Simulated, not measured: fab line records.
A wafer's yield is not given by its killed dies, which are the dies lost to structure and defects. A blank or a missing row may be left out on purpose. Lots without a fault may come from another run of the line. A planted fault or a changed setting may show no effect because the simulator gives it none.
fab line records + flow sfqLine
record
- lots=6
- wafers=18
- lastDay=93
route steps=325 shown R5@216 I5@228 C5@240 M6@251
lots that met no fault: taken from a fault-free run of the same line
startH: the number of hours between the record's first day and the start of the first shown wafer of the lot + waitH: how many hours have passed since the lot's step before this one + " unchanged from the row above + L1.1+2: a single row standing in for several wafers + - either no value or no given start + * or withheld: withheld + < > ~ a bound
route shown NAME@n: NAME is a module with steps in the file, n the number in the route of the first one + usual: mean and standard deviation over wafers with no fault + same: alike in all rows + chamber/n: place in a boat + sites: the reading at each site + _std_site: how widely they spread, as a standard deviation + _edge_site: outer sites' mean less inner sites' + radiusMm: for every site, how far away it sits from the centre of the wafer + mask NAME#n: copy n + behind: tool/chamber where the wafer was last shaped + hold: what put the lot on hold/how long, in hours/how the hold closed + device: whichever transistor did not switch (one of n, p or np) + end of line: at the end of the route, the tests of the same wafers + step lacking rows: just its recipe + killed: count of dies lost to structure and defects at first sort (not the wafer's yield) + map: dies across one wafer; x = killed, . = not, _ = none there
set.NAME: the setting the step ran with; set.NAME@STEP: the setting that earlier step ran with + model.NAME: the simulator's own value behind a step, which no gauge read
lots at some steps of the route; a table a step, a row a wafer
services: a tool's chamber out of use, with start hour (startH, from the record's first day; less than 0 if before it), hours out, and reason
## steps
# step SFQ_R5_THK_MEAS_934
# recipe
- thkMeasGauge=xrf
- reads=MoNx_of_TRILAYER_R5_DEP_SPUTTER_133
# usual
- R5_MONX_THK=39.8/0.47
| lot.wafer | tool         | chamber | startH  | waitH | R5_MONX_THK[nm] |
|-----------|--------------|---------|---------|-------|-----------------|
| L269.1    | filmMetro-03 | -       | 1361.38 | 0.1   | 38.6            |
| L269.4    | "            | -       | "       | "     | 38.3            |
| L269.5    | "            | -       | "       | "     | 38.5            |
| L274.3    | filmMetro-01 | -       | 1431.93 | 0.1   | 39.9            |
| L274.4    | "            | -       | "       | "     | 39.4            |
| L274.6    | "            | -       | "       | "     | 39.4            |
| L277.1    | filmMetro-03 | -       | 1466.19 | 0.1   | 39.7            |
| L277.4    | "            | -       | "       | "     | 40.2            |
| L277.6    | "            | -       | "       | "     | 39.7            |
| L282.1    | filmMetro-01 | -       | 1586.76 | 0.1   | 40.1            |
| L282.4    | "            | -       | "       | "     | 40.0            |
| L282.6    | "            | -       | "       | "     | 39.7            |
| L283.1    | filmMetro-01 | -       | 1588.56 | 0.1   | 40.5            |
| L283.2    | "            | -       | "       | "     | 40.5            |
| L283.6    | "            | -       | "       | "     | 40.6            |
| L290.2    | filmMetro-01 | -       | 1610.77 | 0.1   | 39.0            |
| L290.5    | "            | -       | "       | "     | 39.4            |
| L290.6    | "            | -       | "       | "     | 39.4            |
# step SFQ_TRILAYER_R5_LITHO_COAT_141
# recipe
- resist=BARC
- spinRpm=3000
- resistThkNm=62
# step SFQ_TRILAYER_R5_LITHO_COAT_136
# recipe
- resist=KrF
- spinRpm=3000
- resistThkNm=600
# step SFQ_TRILAYER_R5_LITHO_SOFTBAKE_140
# recipe
- tempC=withheld
- timeS=withheld
- resist=KrF
# step SFQ_TRILAYER_R5_LITHO_EXPOSE_137
# recipe
- maskId=R5
- na=0.6
- sourceShape=conventional
- sigmaOuter=0.65
- targetCdNm=500
- doseMj=14.4
# step SFQ_TRILAYER_R5_LITHO_PEB_139
# recipe
- pebTempC=115
- pebTimeS=60
- resist=KrF
# step SFQ_TRILAYER_R5_LITHO_DEVELOP_138
# recipe
- timeS=60
- resist=KrF
# step SFQ_R5_OVL_MEAS_935
# usual
- R5_OVL=-5/5.6
| lot.wafer | tool       | chamber | startH  | waitH | R5_OVL[nm] |
|-----------|------------|---------|---------|-------|------------|
| L269.1    | overlay-01 | -       | 1488.62 | 0.1   | 0          |
| L269.4    | "          | -       | "       | "     | 0          |
| L269.5    | "          | -       | "       | "     | -3         |
| L274.3    | overlay-02 | -       | 1559.30 | 0.1   | -5         |
| L274.4    | "          | -       | "       | "     | -1         |
| L274.6    | "          | -       | "       | "     | 0          |
| L277.1    | overlay-02 | -       | 1575.19 | 0.1   | 1          |
| L277.4    | "          | -       | "       | "     | 4          |
| L277.6    | "          | -       | "       | "     | -1         |
| L282.1    | overlay-02 | -       | 1603.01 | 0.1   | -10        |
| L282.4    | "          | -       | "       | "     | -3         |
| L282.6    | "          | -       | "       | "     | -1         |
| L283.1    | overlay-02 | -       | 1605.41 | 0.1   | -8         |
| L283.2    | "          | -       | "       | "     | -18        |
| L283.6    | "          | -       | "       | "     | -13        |
| L290.2    | overlay-02 | -       | 1704.56 | 0.1   | -6         |
| L290.5    | "          | -       | "       | "     | -8         |
| L290.6    | "          | -       | "       | "     | -9         |
# step SFQ_TRILAYER_R5_BARC_OPEN_METAL_ETCH_177
# recipe
- maskMaterial=PR
- chemistry=O2
- targetDepthNm=125
- target=BARC
- icpW=600
- biasW=80
- pressureMtorr=10
- timeS=41.7
# step SFQ_TRILAYER_R5_ETCH_METAL_ETCH_139
# recipe
- stopOn=SiO2
- maskMaterial=PR
- chemistry=Cl2
- targetDepthNm=60
- icpW=600
- biasW=80
- pressureMtorr=10
- timeS=40
# usual
- drypumpMotorCurrentA=6.3/0.47
- oesProductAu=0.989/0.0052
| lot.wafer | tool        | chamber | startH  | waitH | drypumpMotorCurrentA | oesProductAu | rfHoursCounterH |
|-----------|-------------|---------|---------|-------|----------------------|--------------|-----------------|
| L269.1    | rieMetal-03 | 1       | 1488.71 | 0.0   | 6.3                  | 0.987        | 60              |
| L269.4    | "           | 0       | "       | "     | 5.4                  | 0.983        | -               |
| L269.5    | "           | 0       | "       | "     | 5.4                  | 0.995        | -               |
| L274.3    | rieMetal-02 | 1       | 1559.41 | 0.0   | 6.8                  | 0.994        | -               |
| L274.4    | "           | 0       | "       | "     | 6.4                  | 0.991        | -               |
| L274.6    | "           | 1       | "       | "     | 6.8                  | 0.995        | -               |
| L277.1    | rieMetal-02 | 0       | 1575.29 | 0.0   | 6.4                  | 1.002        | 11              |
| L277.4    | "           | 1       | "       | "     | 6.8                  | 0.988        | -               |
| L277.6    | "           | 0       | "       | "     | 6.4                  | 0.997        | -               |
| L282.1    | rieMetal-02 | 0       | 1603.10 | 0.0   | 6.4                  | 0.992        | 15              |
| L282.4    | "           | 0       | "       | "     | 6.4                  | 0.987        | -               |
| L282.6    | "           | 1       | "       | "     | 6.8                  | 0.997        | -               |
| L283.1    | rieMetal-02 | 0       | 1605.50 | 0.0   | 6.4                  | 0.994        | 16              |
| L283.2    | "           | 1       | "       | "     | 6.8                  | 0.997        | 72              |
| L283.6    | "           | 1       | "       | "     | 6.8                  | 0.989        | -               |
| L290.2    | rieMetal-03 | 1       | 1704.65 | 0.0   | 6.3                  | 0.987        | 86              |
| L290.5    | "           | 0       | "       | "     | 5.4                  | 0.988        | -               |
| L290.6    | "           | 1       | "       | "     | 6.3                  | 0.994        | -               |
# step SFQ_TRILAYER_R5_STRIP_STRIP_140
# recipe
- gas=O2
- powerW=200
- platenTempC=40
- overashFraction=0.65
- chemistry=O2
- pressureMtorr=50
# usual
- drypumpMotorCurrentA=6.2/0.46
- oesProductAu=0.998/0.0076
| lot.wafer | tool        | chamber | startH  | waitH | drypumpMotorCurrentA | oesProductAu | rfHoursCounterH |
|-----------|-------------|---------|---------|-------|----------------------|--------------|-----------------|
| L269.1    | rieMetal-03 | 1       | 1488.77 | 0.0   | 6.3                  | 1.004        | 60              |
| L269.4    | "           | 0       | "       | "     | 5.5                  | 1.000        | -               |
| L269.5    | "           | 0       | "       | "     | 5.4                  | 1.003        | -               |
| L274.3    | rieMetal-02 | 1       | 1559.65 | 0.2   | 6.8                  | 1.003        | -               |
| L274.4    | "           | 0       | "       | "     | 6.4                  | 1.001        | -               |
| L274.6    | "           | 1       | "       | "     | 6.8                  | 0.998        | -               |
| L277.1    | rieMetal-02 | 0       | 1575.35 | 0.0   | 6.4                  | 1.001        | 11              |
| L277.4    | "           | 1       | "       | "     | 6.8                  | 1.008        | -               |
| L277.6    | "           | 0       | "       | "     | 6.4                  | 0.984        | -               |
| L282.1    | rieMetal-02 | 0       | 1603.16 | 0.0   | 6.4                  | 0.992        | 15              |
| L282.4    | "           | 0       | "       | "     | 6.4                  | 0.996        | -               |
| L282.6    | "           | 1       | "       | "     | 6.8                  | 0.991        | -               |
| L283.1    | rieMetal-02 | 0       | 1605.56 | 0.0   | 6.4                  | 0.997        | 16              |
| L283.2    | "           | 1       | "       | "     | 6.8                  | 1.007        | 72              |
| L283.6    | "           | 1       | "       | "     | 6.8                  | 0.996        | -               |
| L290.2    | rieMetal-03 | 1       | 1704.71 | 0.0   | 6.3                  | 0.998        | 86              |
| L290.5    | "           | 0       | "       | "     | 5.4                  | 0.996        | -               |
| L290.6    | "           | 1       | "       | "     | 6.3                  | 0.994        | -               |
# step SFQ_TRILAYER_R5_STRIP_SOLV_CLEAN_141
# recipe
- chemistry=NMP
- tempC=70
- timeS=600
# step SFQ_TRILAYER_A5C_DEP_PECVD_142
# recipe
- material=SiO2
- tempC=150
- timeS=15.556
- pressureTorr=2.4
- rfW=183.3
- precursor=SiH4/N2O
- targetThkNm=70
# usual
- chamberPressureTorr=2.400/0.0051
- heaterPowerW=83/13
- throttleValvePct=24.5/1.4
| lot.wafer | tool     | chamber | startH  | waitH | chamberPressureTorr | heaterPowerW | throttleValvePct | model.SiO2_of_TRILAYER_A5C_DEP_PECVD_142.thkNm |
|-----------|----------|---------|---------|-------|---------------------|--------------|------------------|------------------------------------------------|
| L269.1    | pecvd-04 | 0       | 1489.54 | 0.0   | 2.411               | 93           | 25.0             | 70.32                                          |
| L269.4    | "        | 1       | "       | "     | 2.402               | 81           | 24.7             | 71.55                                          |
| L269.5    | "        | 0       | "       | "     | 2.403               | 91           | 24.8             | 71.69                                          |
| L274.3    | pecvd-01 | 0       | 1560.22 | 0.0   | 2.403               | 86           | 23.9             | 70.97                                          |
| L274.4    | "        | 2       | "       | "     | 2.402               | 78           | 23.3             | 70.72                                          |
| L274.6    | "        | 1       | "       | "     | 2.404               | 97           | 23.2             | 70.92                                          |
| L277.1    | pecvd-04 | 0       | 1576.12 | 0.0   | 2.398               | 93           | 25.1             | 70.82                                          |
| L277.4    | "        | 2       | "       | "     | 2.399               | 78           | 26.1             | 69.99                                          |
| L277.6    | "        | 2       | "       | "     | 2.397               | 79           | 26.4             | 70.42                                          |
| L282.1    | pecvd-01 | 2       | 1603.93 | 0.0   | 2.396               | 87           | 23.1             | 119.3                                          |
| L282.4    | "        | 0       | "       | "     | 2.400               | 81           | 24.0             | 70.71                                          |
| L282.6    | "        | 1       | "       | "     | 2.398               | 90           | 23.3             | 122.3                                          |
| L283.1    | pecvd-01 | 1       | 1606.33 | 0.0   | 2.400               | 95           | 23.2             | 119.6                                          |
| L283.2    | "        | 2       | "       | "     | 2.387               | 87           | 23.5             | 69.15                                          |
| L283.6    | "        | 1       | "       | "     | 2.398               | 96           | 23.1             | 121.4                                          |
| L290.2    | pecvd-02 | 2       | 1705.48 | 0.0   | 2.388               | 78           | 22.1             | 69.71                                          |
| L290.5    | "        | 1       | "       | "     | 2.392               | 72           | 23.7             | 70.99                                          |
| L290.6    | "        | 0       | "       | "     | 2.400               | 112          | 23.5             | 70.57                                          |
# step SFQ_TRILAYER_I5_LITHO_COAT_149
# recipe
- resist=BARC
- spinRpm=3000
- resistThkNm=62
# step SFQ_TRILAYER_I5_LITHO_COAT_144
# recipe
- resist=KrF
- spinRpm=3000
- resistThkNm=650
# step SFQ_TRILAYER_I5_LITHO_SOFTBAKE_148
# recipe
- tempC=withheld
- timeS=withheld
- resist=KrF
# step SFQ_TRILAYER_I5_LITHO_EXPOSE_145
# recipe
- maskId=I5
- na=0.6
- sourceShape=conventional
- sigmaOuter=0.65
- targetCdNm=700
- doseMj=21.3
# step SFQ_TRILAYER_I5_LITHO_PEB_147
# recipe
- pebTempC=115
- pebTimeS=60
- resist=KrF
# step SFQ_TRILAYER_I5_LITHO_DEVELOP_146
# recipe
- timeS=60
- resist=KrF
# step SFQ_I5_OVL_MEAS_936
# usual
- I5_OVL=4/5.7
| lot.wafer | tool       | chamber | startH  | waitH | I5_OVL[nm] |
|-----------|------------|---------|---------|-------|------------|
| L269.1    | overlay-01 | -       | 1491.82 | 0.1   | 2          |
| L269.4    | "          | -       | "       | "     | 15         |
| L269.5    | "          | -       | "       | "     | 2          |
| L274.3    | overlay-01 | -       | 1673.37 | 0.1   | 9          |
| L274.4    | "          | -       | "       | "     | 3          |
| L274.6    | "          | -       | "       | "     | 2          |
| L277.1    | overlay-02 | -       | 1684.16 | 0.1   | 2          |
| L277.4    | "          | -       | "       | "     | 1          |
| L277.6    | "          | -       | "       | "     | 2          |
| L282.1    | overlay-01 | -       | 1702.32 | 0.1   | 1          |
| L282.4    | "          | -       | "       | "     | 12         |
| L282.6    | "          | -       | "       | "     | 10         |
| L283.1    | overlay-01 | -       | 1704.72 | 0.1   | 4          |
| L283.2    | "          | -       | "       | "     | -5         |
| L283.6    | "          | -       | "       | "     | -4         |
| L290.2    | overlay-02 | -       | 1805.76 | 0.1   | 12         |
| L290.5    | "          | -       | "       | "     | 3          |
| L290.6    | "          | -       | "       | "     | 3          |
# step SFQ_TRILAYER_I5_BARC_OPEN_VIA_ETCH_200
# recipe
- maskMaterial=PR
- chemistry=O2
- targetDepthNm=125
- target=BARC
- sourceW=500
- biasW=80
- pressureMtorr=30
- timeS=41.7
# step SFQ_TRILAYER_I5_ETCH_VIA_ETCH_147
# recipe
- stopOn=Nb
- maskMaterial=PR
- chemistry=CHF3
- targetDepthNm=360
- sourceW=500
- biasW=80
- pressureMtorr=30
- timeS=withheld
# step SFQ_TRILAYER_I5_STRIP_STRIP_148
# recipe
- gas=O2
- powerW=200
- platenTempC=40
- overashFraction=0.65
- chemistry=O2
- pressureMtorr=50
# step SFQ_TRILAYER_I5_STRIP_SOLV_CLEAN_149
# recipe
- chemistry=NMP
- tempC=70
- timeS=600
# step SFQ_TRILAYER_C5_LITHO_COAT_156
# recipe
- resist=BARC
- spinRpm=3000
- resistThkNm=62
# step SFQ_TRILAYER_C5_LITHO_COAT_151
# recipe
- resist=KrF
- spinRpm=3000
- resistThkNm=650
# step SFQ_TRILAYER_C5_LITHO_SOFTBAKE_155
# recipe
- tempC=withheld
- timeS=withheld
- resist=KrF
# step SFQ_TRILAYER_C5_LITHO_EXPOSE_152
# recipe
- maskId=C5
- na=0.6
- sourceShape=conventional
- sigmaOuter=0.65
- targetCdNm=500
- doseMj=21.3
# step SFQ_TRILAYER_C5_LITHO_PEB_154
# recipe
- pebTempC=115
- pebTimeS=60
- resist=KrF
# step SFQ_TRILAYER_C5_LITHO_DEVELOP_153
# recipe
- timeS=60
- resist=KrF
# step SFQ_C5_OVL_MEAS_937
# usual
- C5_OVL=-2/6.3
| lot.wafer | tool       | chamber | startH  | waitH | C5_OVL[nm] |
|-----------|------------|---------|---------|-------|------------|
| L269.1    | overlay-02 | -       | 1610.21 | 0.1   | 6          |
| L269.4    | "          | -       | "       | "     | 2          |
| L269.5    | "          | -       | "       | "     | 6          |
| L274.3    | overlay-01 | -       | 1778.17 | 0.1   | -2         |
| L274.4    | "          | -       | "       | "     | 0          |
| L274.6    | "          | -       | "       | "     | -3         |
| L277.1    | overlay-01 | -       | 1787.76 | 0.1   | -3         |
| L277.4    | "          | -       | "       | "     | -12        |
| L277.6    | "          | -       | "       | "     | -9         |
| L282.1    | overlay-02 | -       | 1803.36 | 0.1   | 5          |
| L282.4    | "          | -       | "       | "     | 3          |
| L282.6    | "          | -       | "       | "     | 3          |
| L283.1    | overlay-02 | -       | 1808.16 | 0.1   | -8         |
| L283.2    | "          | -       | "       | "     | -8         |
| L283.6    | "          | -       | "       | "     | -12        |
| L290.2    | overlay-01 | -       | 1865.86 | 0.1   | 9          |
| L290.5    | "          | -       | "       | "     | 10         |
| L290.6    | "          | -       | "       | "     | 8          |
# step SFQ_TRILAYER_C5_BARC_OPEN_VIA_ETCH_210
# recipe
- maskMaterial=PR
- chemistry=O2
- targetDepthNm=125
- target=BARC
- sourceW=500
- biasW=80
- pressureMtorr=30
- timeS=41.7
# usual
- drypumpMotorCurrentA=5.9/0.42
- oesProductAu=0.685/0.0047
| lot.wafer | tool       | chamber | startH  | waitH | drypumpMotorCurrentA | oesProductAu | rfHoursCounterH |
|-----------|------------|---------|---------|-------|----------------------|--------------|-----------------|
| L269.1    | rieDiel-01 | 0       | 1610.24 | 0.0   | 5.8                  | 0.686        | 4               |
| L269.4    | "          | 3       | "       | "     | 6.6                  | 0.686        | 11              |
| L269.5    | "          | 2       | "       | "     | 5.1                  | 0.685        | -               |
| L274.3    | rieDiel-01 | 1       | 1778.19 | 0.0   | 6.2                  | 0.686        | 20              |
| L274.4    | "          | 2       | "       | "     | 5.1                  | 0.681        | 4               |
| L274.6    | "          | 1       | "       | "     | 6.2                  | 0.678        | -               |
| L277.1    | rieDiel-04 | 3       | 1787.79 | 0.0   | 6.3                  | 0.684        | 17              |
| L277.4    | "          | 0       | "       | "     | 5.8                  | 0.688        | 13              |
| L277.6    | "          | 0       | "       | "     | 5.8                  | 0.684        | -               |
| L282.1    | rieDiel-02 | 1       | 1803.39 | 0.0   | 5.8                  | 0.685        | 0               |
| L282.4    | "          | 2       | "       | "     | 5.6                  | 0.689        | -               |
| L282.6    | "          | 1       | "       | "     | 5.8                  | 0.684        | -               |
| L283.1    | rieDiel-01 | 3       | 1808.19 | 0.0   | 6.6                  | 0.685        | 14              |
| L283.2    | "          | 2       | "       | "     | 5.1                  | 0.685        | 4               |
| L283.6    | "          | 0       | "       | "     | 5.8                  | 0.680        | -               |
| L290.2    | rieDiel-01 | 3       | 1865.89 | 0.0   | 6.6                  | 0.673        | 15              |
| L290.5    | "          | 0       | "       | "     | 5.8                  | 0.676        | -               |
| L290.6    | "          | 2       | "       | "     | 5.1                  | 0.683        | -               |
# step SFQ_TRILAYER_C5_ETCH_VIA_ETCH_154
# recipe
- target=SiO2
- maskMaterial=PR
- chemistry=CHF3
- targetDepthNm=84
- sourceW=500
- biasW=80
- pressureMtorr=30
- timeS=withheld
- stopOn=Nb
# usual
- drypumpMotorCurrentA=5.9/0.42
- oesProductAu=0.895/0.008
| lot.wafer | tool       | chamber | startH  | waitH | drypumpMotorCurrentA | oesProductAu | model.etch.depthNm | model.C5.featureDepthNm |
|-----------|------------|---------|---------|-------|----------------------|--------------|--------------------|-------------------------|
| L269.1    | rieDiel-01 | 0       | 1610.28 | 0.0   | 5.8                  | 0.901        | 70.32              | 70.32                   |
| L269.4    | "          | 3       | "       | "     | 6.6                  | 0.902        | 71.55              | 71.55                   |
| L269.5    | "          | 2       | "       | "     | 5.1                  | 0.897        | 71.69              | 71.69                   |
| L274.3    | rieDiel-01 | 1       | 1778.23 | 0.0   | 6.2                  | 0.900        | 70.97              | 70.97                   |
| L274.4    | "          | 2       | "       | "     | 5.1                  | 0.898        | 70.72              | 70.72                   |
| L274.6    | "          | 1       | "       | "     | 6.2                  | 0.899        | 70.92              | 70.92                   |
| L277.1    | rieDiel-04 | 3       | 1787.83 | 0.0   | 6.3                  | 0.895        | 70.82              | 70.82                   |
| L277.4    | "          | 0       | "       | "     | 5.9                  | 0.897        | 69.99              | 69.99                   |
| L277.6    | "          | 0       | "       | "     | 5.8                  | 0.896        | 70.42              | 70.42                   |
| L282.1    | rieDiel-02 | 1       | 1803.43 | 0.0   | 5.8                  | 0.993        | 83.41              | 83.41                   |
| L282.4    | "          | 2       | "       | "     | 5.6                  | 0.906        | 70.71              | 70.71                   |
| L282.6    | "          | 1       | "       | "     | 5.8                  | 1.002        | 83.33              | 83.33                   |
| L283.1    | rieDiel-01 | 3       | 1808.23 | 0.0   | 6.6                  | 0.995        | 83.05              | 83.05                   |
| L283.2    | "          | 2       | "       | "     | 5.1                  | 0.886        | 69.15              | 69.15                   |
| L283.6    | "          | 0       | "       | "     | 5.8                  | 1.006        | 83.85              | 83.85                   |
| L290.2    | rieDiel-01 | 3       | 1865.93 | 0.0   | 6.6                  | 0.892        | 69.71              | 69.71                   |
| L290.5    | "          | 0       | "       | "     | 5.8                  | 0.904        | 70.99              | 70.99                   |
| L290.6    | "          | 2       | "       | "     | 5.1                  | 0.904        | 70.57              | 70.57                   |
# step SFQ_TRILAYER_C5_STRIP_STRIP_155
# recipe
- gas=O2
- powerW=200
- platenTempC=40
- overashFraction=0.65
- chemistry=O2
- pressureMtorr=50
# usual
- drypumpMotorCurrentA=5.9/0.33
- oesProductAu=0.998/0.0068
| lot.wafer | tool        | chamber | startH  | waitH | drypumpMotorCurrentA | oesProductAu | rfHoursCounterH |
|-----------|-------------|---------|---------|-------|----------------------|--------------|-----------------|
| L269.1    | rieMetal-03 | 0       | 1610.33 | -     | 5.5                  | 1.001        | 118             |
| L269.4    | "           | 0       | "       | "     | 5.5                  | 1.013        | -               |
| L269.5    | "           | 1       | "       | "     | 6.3                  | 0.981        | -               |
| L274.3    | rieMetal-01 | 1       | 1778.48 | -     | 5.9                  | 0.995        | -               |
| L274.4    | "           | 0       | "       | "     | 5.7                  | 1.004        | -               |
| L274.6    | "           | 0       | "       | "     | 5.7                  | 0.996        | -               |
| L277.1    | rieMetal-03 | 0       | 1787.88 | -     | 5.4                  | 1.006        | 4               |
| L277.4    | "           | 1       | "       | "     | 6.3                  | 0.994        | -               |
| L277.6    | "           | 0       | "       | "     | 5.4                  | 0.991        | -               |
| L282.1    | rieMetal-04 | 0       | 1803.48 | -     | 5.7                  | 1.013        | 51              |
| L282.4    | "           | 0       | "       | "     | 5.7                  | 0.999        | -               |
| L282.6    | "           | 1       | "       | "     | 6.3                  | 1.004        | -               |
| L283.1    | rieMetal-03 | 1       | 1808.28 | -     | 6.3                  | 0.996        | 105             |
| L283.2    | "           | 1       | "       | "     | 6.3                  | 0.998        | -               |
| L283.6    | "           | 1       | "       | "     | 6.3                  | 0.999        | -               |
| L290.2    | rieMetal-04 | 0       | 1865.98 | -     | 5.7                  | 0.991        | 61              |
| L290.5    | "           | 0       | "       | "     | 5.7                  | 0.998        | -               |
| L290.6    | "           | 1       | "       | "     | 6.2                  | 1.002        | -               |
# step SFQ_TRILAYER_C5_STRIP_SOLV_CLEAN_156
# recipe
- chemistry=NMP
- tempC=70
- timeS=600
# step SFQ_TRILAYER_M6_DEP_PRE_CLEAN_158
# recipe
- gas=Ar
- timeS=22.5
- biasV=250
| lot.wafer | tool          | chamber | startH  | waitH | model.SiO2_of_TRILAYER_A5C_DEP_PECVD_142.thkNm |
|-----------|---------------|---------|---------|-------|------------------------------------------------|
| L269.1    | pvdSputter-06 | -       | 1611.14 | 0.0   | 62.82                                          |
| L269.4    | "             | -       | "       | "     | 64.05                                          |
| L269.5    | "             | -       | "       | "     | 64.19                                          |
| L274.3    | pvdSputter-03 | -       | 1779.06 | 0.0   | 63.47                                          |
| L274.4    | "             | -       | "       | "     | 63.22                                          |
| L274.6    | "             | -       | "       | "     | 63.42                                          |
| L277.1    | pvdSputter-05 | -       | 1788.66 | 0.0   | 63.32                                          |
| L277.4    | "             | -       | "       | "     | 62.49                                          |
| L277.6    | "             | -       | "       | "     | 62.92                                          |
| L282.1    | pvdSputter-06 | -       | 1804.26 | 0.0   | 111.8                                          |
| L282.4    | "             | -       | "       | "     | 63.21                                          |
| L282.6    | "             | -       | "       | "     | 114.8                                          |
| L283.1    | pvdSputter-05 | -       | 1809.66 | 0.0   | 112.1                                          |
| L283.2    | "             | -       | "       | "     | 61.65                                          |
| L283.6    | "             | -       | "       | "     | 113.9                                          |
| L290.2    | pvdSputter-03 | -       | 1866.76 | 0.0   | 62.21                                          |
| L290.5    | "             | -       | "       | "     | 63.49                                          |
| L290.6    | "             | -       | "       | "     | 63.07                                          |
# step SFQ_TRILAYER_M6_DEP_SPUTTER_157
# recipe
- material=Nb
- basePressurePa=1.33e-06
- chamberPressurePa=0.1333
- substrateTempC=20
- targetThkNm=200
- powerW=2000
- timeS=133.3
# usual
- substrateTempC=20.00/0.11
- throttleValvePct=29.7/0.8
| lot.wafer | tool          | chamber | startH  | waitH | substrateTempC | throttleValvePct |
|-----------|---------------|---------|---------|-------|----------------|------------------|
| L269.1    | pvdSputter-06 | -       | 1611.17 | 0.0   | 19.65          | 30.7             |
| L269.4    | "             | -       | "       | "     | 19.88          | 28.4             |
| L269.5    | "             | -       | "       | "     | 20.08          | 29.6             |
| L274.3    | pvdSputter-03 | -       | 1779.09 | 0.0   | 20.02          | 28.0             |
| L274.4    | "             | -       | "       | "     | 20.21          | 30.2             |
| L274.6    | "             | -       | "       | "     | 19.98          | 29.6             |
| L277.1    | pvdSputter-05 | -       | 1788.69 | 0.0   | 19.89          | 30.2             |
| L277.4    | "             | -       | "       | "     | 20.03          | 31.1             |
| L277.6    | "             | -       | "       | "     | 19.98          | 30.3             |
| L282.1    | pvdSputter-06 | -       | 1804.29 | 0.0   | 19.90          | 30.6             |
| L282.4    | "             | -       | "       | "     | 20.01          | 28.4             |
| L282.6    | "             | -       | "       | "     | 19.90          | 29.9             |
| L283.1    | pvdSputter-05 | -       | 1809.69 | 0.0   | 20.03          | 29.3             |
| L283.2    | "             | -       | "       | "     | 20.00          | 29.8             |
| L283.6    | "             | -       | "       | "     | 19.94          | 29.3             |
| L290.2    | pvdSputter-03 | -       | 1866.79 | 0.0   | 20.08          | 28.3             |
| L290.5    | "             | -       | "       | "     | 20.00          | 29.6             |
| L290.6    | "             | -       | "       | "     | 20.07          | 30.3             |
## services
| tool          | chamber | startH  | hours | kind   |
|---------------|---------|---------|-------|--------|
| rieDiel-01    | -       | 1471.41 | 0.5   | repair |
| rieDiel-04    | 1       | 1474.92 | 14.7  | repair |
| rieDiel-01    | 2       | 1488.46 | 1.7   | repair |
| rieMetal-03   | 1       | 1519.43 | 3.0   | repair |
| pvdSputter-03 | -       | 1521.05 | 12.4  | repair |
| pecvd-01      | 1       | 1524.85 | 25.9  | repair |
| pvdSputter-03 | -       | 1556.54 | 5.2   | repair |
| pvdSputter-03 | -       | 1603.38 | 0.5   | repair |
| rieMetal-03   | -       | 1625.62 | 2.8   | pm     |
| rieDiel-01    | 0       | 1655.41 | 5.1   | repair |
| pvdSputter-05 | -       | 1670.34 | 3.5   | repair |
| rieDiel-01    | 1       | 1705.11 | 4.1   | repair |
| rieMetal-02   | -       | 1719.87 | 0.2   | repair |
| pecvd-01      | -       | 1749.19 | 1.8   | repair |
| pvdSputter-03 | -       | 1758.48 | 2.1   | repair |
| rieMetal-03   | -       | 1772.94 | 0.4   | repair |
| rieMetal-03   | 0       | 1795.07 | 17.4  | repair |
| rieDiel-01    | -       | 1800.51 | 1.2   | repair |
| pvdSputter-06 | -       | 1812.06 | 0.9   | repair |
| rieMetal-02   | 0       | 1816.86 | 16.9  | repair |
| rieMetal-03   | -       | 1822.11 | 0.4   | repair |
| pvdSputter-06 | -       | 1832.15 | 7.3   | repair |
| rieMetal-02   | -       | 1832.20 | 5.5   | repair |
| rieDiel-01    | 0       | 1841.60 | 5.4   | repair |
## key
firstSign
- step=SFQ_TRILAYER_C5_ETCH_VIA_ETCH_154
- reading=oesProductAu
- direction=up
- sigmas=13
- usual=0.895
- struck=0.999
effect none on later readings
modelEffect
- step=SFQ_TRILAYER_A5C_DEP_PECVD_142
- value=SiO2_of_TRILAYER_A5C_DEP_PECVD_142.thkNm
- without=70.57
- struck=120.7
modelEffect
- step=SFQ_TRILAYER_C5_ETCH_VIA_ETCH_154
- value=etch.depthNm
- without=70.57
- struck=83.41
modelEffect
- step=SFQ_TRILAYER_M6_DEP_PRE_CLEAN_158
- value=SiO2_of_TRILAYER_A5C_DEP_PECVD_142.thkNm
- without=63.07
- struck=113.2
metAt SFQ_TRILAYER_A5C_DEP_PECVD_142
struckWafers L282.1,L282.6,L283.1,L283.6
onsetBetween 1560.22 1603.93
fault
- kind=processParameterDrift
- tool=pecvd-01
- chamber=-
- onsetH=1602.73
- steps=SFQ_TRILAYER_A5C_DEP_PECVD_142
- channel=targetThkNm
- offset=50.079
- shape=step
- endH=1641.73
- scope=struckWafersOnly
- actsIn=theseRecipesOnly
- stated=70
